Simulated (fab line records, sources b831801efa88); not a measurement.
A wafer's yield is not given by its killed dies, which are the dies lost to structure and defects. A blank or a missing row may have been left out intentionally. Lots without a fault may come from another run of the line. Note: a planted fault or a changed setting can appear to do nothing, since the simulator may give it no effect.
What tool caused it? :: flow gf180mcu :: Sampling: 12 lots, 36 wafers, 5 of 602 route steps

WHAT THE GAUGES READ, wafer by wafer
GF_M4_OVL_MEAS_15. Usual: M4_OVL -2 nm, standard deviation 5.8.
lot: L894
measured: day 23 02:53
on: overlay-01
M4_OVL (nm): -3 -10 -10
flag: 

lot: L895
measured: day 23 17:23
on: overlay-01
M4_OVL (nm): 1 -5 -3
flag: 

lot: L896
measured: day 24 08:40
on: overlay-02
M4_OVL (nm): 5 7 4
flag: 

lot: L898
measured: day 24 11:50
on: overlay-01
M4_OVL (nm): 4 -2 -2
flag: 

lot: L902
measured: day 26 04:13
on: overlay-01
M4_OVL (nm): 4 3 0
flag: 

lot: L904
measured: day 27 02:17
on: overlay-01
M4_OVL (nm): -3 -3 6
flag: 

lot: L907
measured: day 27 16:17
on: overlay-01
M4_OVL (nm): -9 -5 -1
flag: 

lot: L908
measured: day 27 23:26
on: overlay-01
M4_OVL (nm): -5 -13 -5
flag: 

lot: L909
measured: day 28 06:43
on: overlay-02
M4_OVL (nm): 7 5 6
flag: 

lot: L914
measured: day 29 20:49
on: overlay-01
M4_OVL (nm): 8 6 7
flag: 

lot: L916
measured: day 30 12:23
on: overlay-01
M4_OVL (nm): -12 -3 -6
flag: 

lot: L917
measured: day 30 14:29
on: overlay-01
M4_OVL (nm): -4 -7 -7
flag: 

GF_V4_THK_MEAS_03. Usual: V4_CVD_02_THK 851 nm, standard deviation 11.
lot: L894
measured: day 23 03:47
on: film_metro-03
V4_CVD_02_THK (nm): 846 851 855
flag: 

lot: L895
measured: day 23 18:19
on: film_metro-03
V4_CVD_02_THK (nm): 856 851 859
flag: 

lot: L896
measured: day 24 09:34
on: film_metro-01
V4_CVD_02_THK (nm): 856 850 871
flag: 

lot: L898
measured: day 24 12:45
on: film_metro-03
V4_CVD_02_THK (nm): 848 852 859
flag: 

lot: L902
measured: day 26 05:07
on: film_metro-03
V4_CVD_02_THK (nm): 850 868 871
flag: 

lot: L904
measured: day 27 03:11
on: film_metro-02
V4_CVD_02_THK (nm): 829 840 849
flag: 

lot: L907
measured: day 27 17:11
on: film_metro-02
V4_CVD_02_THK (nm): 836 844 846
flag: 

lot: L908
measured: day 28 00:22
on: film_metro-01
V4_CVD_02_THK (nm): 846 861 846
flag: 

lot: L909
measured: day 28 07:37
on: film_metro-01
V4_CVD_02_THK (nm): 840 849 868
flag: 

lot: L914
measured: day 29 21:44
on: film_metro-01
V4_CVD_02_THK (nm): 862 879 858
flag: 

lot: L916
measured: day 30 13:19
on: film_metro-03
V4_CVD_02_THK (nm): 834 840 851
flag: 

lot: L917
measured: day 30 15:25
on: film_metro-03
V4_CVD_02_THK (nm): 856 857 856
flag: 

GF_V4_CD_MEAS_14: the cd target is 260 nm. Usual: cd_nm at 259.8 nm, with a standard deviation of 1.3.
lot: L894
measured: day 24 02:17
on: cd_sem-02
cd_nm (nm): 260.9 261.2 262.1
flag: 

lot: L895
measured: day 24 17:08
on: cd_sem-02
cd_nm (nm): 260.5 261.0 261.3
flag: 

lot: L896
measured: day 25 08:18
on: cd_sem-02
cd_nm (nm): 259.0 259.5 260.3
flag: 

lot: L898
measured: day 25 11:14
on: cd_sem-02
cd_nm (nm): 258.5 259.6 260.0
flag: 

lot: L902
measured: day 27 02:16
on: cd_sem-01
cd_nm (nm): 259.0 260.0 259.5
flag: 

lot: L904
measured: day 27 23:44
on: cd_sem-02
cd_nm (nm): 257.6 258.0 257.7
flag: 

lot: L907
measured: day 28 13:24
on: cd_sem-01
cd_nm (nm): 260.2 258.9 260.2
flag: 

lot: L908
measured: day 28 20:23
on: cd_sem-01
cd_nm (nm): 254.5 255.7 254.0
flag: OFF

lot: L909
measured: day 29 03:04
on: cd_sem-01
cd_nm (nm): 252.7 253.8 253.8
flag: OFF

lot: L914
measured: day 30 15:38
on: cd_sem-01
cd_nm (nm): 259.7 258.2 259.1
flag: 

lot: L916
measured: day 31 08:10
on: cd_sem-02
cd_nm (nm): 258.7 259.3 259.1
flag: 

lot: L917
measured: day 31 10:23
on: cd_sem-02
cd_nm (nm): 258.3 258.5 259.4
flag: 

WHICH TOOL RAN EACH LOT (tool, then ch and the chambers of the sampled wafers, then the start)
lot: L894
GF_M4_SPUTTER_00: pvd_sputter-02, day 22 03:47
GF_V4_PEB_12: litho_track-04 ch 0, day 24 01:56

lot: L895
GF_M4_SPUTTER_00: pvd_sputter-04, day 22 18:01
GF_V4_PEB_12: litho_track-01 ch 0, day 24 16:49

lot: L896
GF_M4_SPUTTER_00: pvd_sputter-04, day 23 10:34
GF_V4_PEB_12: litho_track-01 ch 0, day 25 07:57

lot: L898
GF_M4_SPUTTER_00: pvd_sputter-02, day 23 13:52
GF_V4_PEB_12: litho_track-01 ch 0, day 25 10:55

lot: L902
GF_M4_SPUTTER_00: pvd_sputter-04, day 25 06:05
GF_V4_PEB_12: litho_track-04 ch 0, day 27 01:55

lot: L904
GF_M4_SPUTTER_00: pvd_sputter-02, day 26 05:22
GF_V4_PEB_12: litho_track-04 ch 0, day 27 23:23

lot: L907
GF_M4_SPUTTER_00: pvd_sputter-03, day 26 19:59
GF_V4_PEB_12: litho_track-01 ch 0, day 28 13:03

lot: L908
GF_M4_SPUTTER_00: pvd_sputter-02, day 27 03:26
GF_V4_PEB_12: litho_track-04 ch 0, day 28 20:04

lot: L909
GF_M4_SPUTTER_00: pvd_sputter-02, day 27 10:28
GF_V4_PEB_12: litho_track-04 ch 0, day 29 02:43

lot: L914
GF_M4_SPUTTER_00: pvd_sputter-02, day 29 01:57
GF_V4_PEB_12: litho_track-01 ch 0, day 30 15:19

lot: L916
GF_M4_SPUTTER_00: pvd_sputter-02, day 29 17:40
GF_V4_PEB_12: litho_track-02 ch 0, day 31 07:49

lot: L917
GF_M4_SPUTTER_00: pvd_sputter-02, day 29 20:23
GF_V4_PEB_12: litho_track-02 ch 0, day 31 10:04
- GF_M4_SPUTTER_00: material Ti, target thk 37.5 nm, time 150 s.
- GF_V4_PEB_12: peb time 90 s.

AS READ BY THE TOOLS THEMSELVES (means over the sampled wafers that have a number; for cases with no such wafer, the mark the record gives instead)
GF_M4_SPUTTER_00. Usual: cathode_dc_power_W 4000.0 W, standard deviation 0.8; throttle_valve_pct 30.1 %, standard deviation 0.83.
lot: L894
tool: pvd_sputter-02
cathode_dc_power_W (W): 4000.4
throttle_valve_pct (%): 30.5
flag: 

lot: L895
tool: pvd_sputter-04
cathode_dc_power_W (W): 3999.2
throttle_valve_pct (%): 29.9
flag: 

lot: L896
tool: pvd_sputter-04
cathode_dc_power_W (W): 4000.1
throttle_valve_pct (%): 30.4
flag: 

lot: L898
tool: pvd_sputter-02
cathode_dc_power_W (W): 4000.5
throttle_valve_pct (%): 30.6
flag: 

lot: L902
tool: pvd_sputter-04
cathode_dc_power_W (W): 4000.4
throttle_valve_pct (%): 29.4
flag: 

lot: L904
tool: pvd_sputter-02
cathode_dc_power_W (W): 4000.8
throttle_valve_pct (%): 30.7
flag: 

lot: L907
tool: pvd_sputter-03
cathode_dc_power_W (W): 3999.4
throttle_valve_pct (%): 29.2
flag: 

lot: L908
tool: pvd_sputter-02
cathode_dc_power_W (W): 4000.1
throttle_valve_pct (%): 30.5
flag: 

lot: L909
tool: pvd_sputter-02
cathode_dc_power_W (W): 4000.1
throttle_valve_pct (%): 30.7
flag: 

lot: L914
tool: pvd_sputter-02
cathode_dc_power_W (W): 4000.1
throttle_valve_pct (%): 30.9
flag: 

lot: L916
tool: pvd_sputter-02
cathode_dc_power_W (W): 3999.6
throttle_valve_pct (%): 30.2
flag: 

lot: L917
tool: pvd_sputter-02
cathode_dc_power_W (W): 4000.3
throttle_valve_pct (%): 30.2
flag: 

GF_V4_PEB_12. Usual: exhaust_pa 45.2 Pa, standard deviation 0.85; heater_power_total_W 85.70 W, standard deviation 0.077; plate_temp_C 135.04 C, standard deviation 0.12.
lot: L894
tool: litho_track-04
exhaust_pa (Pa): 45.4
heater_power_total_W (W): 85.64
plate_temp_C (C): 135.02
flag: 

lot: L895
tool: litho_track-01
exhaust_pa (Pa): 45.4
heater_power_total_W (W): 85.66
plate_temp_C (C): 134.99
flag: 

lot: L896
tool: litho_track-01
exhaust_pa (Pa): 44.6
heater_power_total_W (W): 85.69
plate_temp_C (C): 135.10
flag: 

lot: L898
tool: litho_track-01
exhaust_pa (Pa): 44.5
heater_power_total_W (W): 85.73
plate_temp_C (C): 135.07
flag: 

lot: L902
tool: litho_track-04
exhaust_pa (Pa): 44.6
heater_power_total_W (W): 85.69
plate_temp_C (C): 135.07
flag: 

lot: L904
tool: litho_track-04
exhaust_pa (Pa): 45.6
heater_power_total_W (W): 85.65
plate_temp_C (C): 135.02
flag: 

lot: L907
tool: litho_track-01
exhaust_pa (Pa): 44.5
heater_power_total_W (W): 85.71
plate_temp_C (C): 135.15
flag: 

lot: L908
tool: litho_track-04
exhaust_pa (Pa): 44.7
heater_power_total_W (W): 83.90
plate_temp_C (C): 132.87
flag: OFF

lot: L909
tool: litho_track-04
exhaust_pa (Pa): 45.2
heater_power_total_W (W): 83.97
plate_temp_C (C): 132.86
flag: OFF

lot: L914
tool: litho_track-01
exhaust_pa (Pa): 45.5
heater_power_total_W (W): 85.72
plate_temp_C (C): 134.99
flag: 

lot: L916
tool: litho_track-02
exhaust_pa (Pa): 45.2
heater_power_total_W (W): 85.73
plate_temp_C (C): 134.89
flag: 

lot: L917
tool: litho_track-02
exhaust_pa (Pa): 44.8
heater_power_total_W (W): 85.74
plate_temp_C (C): 135.04
flag: 

THE ANSWER, worked out from the rows above alone
Rule: take the mean of a lot's wafers that have a number; if it is more than 3 standard deviations from the usual mean, the lot is off. Also off: a lot with no number at a reading for which 4 or more lots have one. Any other lot the step has rows for is counted as sound. The gauges are gone through in route order, then the tools' own readings, and for those a lot's mean is taken as printed above. At the first step where some lot is off, the reading lying furthest off is the one used; lots without a number count as furthest.
Off, at GF_V4_CD_MEAS_14 on cd_nm: L908, L909.
If a tool, at a process step before that reading, ran all the lots that are off and no sound lot after the first of them, it fits. Not tried: the gauges at GF_V4_CD_MEAS_14; whatever is off there is also off at GF_V4_PEB_12, on other tools, and gauge error can't account for it. One candidate fits, namely litho_track-04 at GF_V4_PEB_12. A fault onset in the window from L904 (day 27 23:23, its last sound lot) to L908 (day 28 20:04, its first lot off) fits.
The tool's own readings at GF_V4_PEB_12 bear it out: on the lots that are off they differ by more than 5 times the standard deviation of the sound lots' means. heater_power_total_W reads 83.94 W there against 85.70 W on the sound lots; plate_temp_C reads 132.87 C there against 135.03 C on the sound lots.

WHAT WAS PUT IN BY THE SIMULATOR
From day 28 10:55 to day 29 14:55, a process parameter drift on litho_track-04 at GF_V4_PEB_12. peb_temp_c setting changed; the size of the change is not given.
Shown lots that were struck: L908, L909. This agrees with what the rule above found.
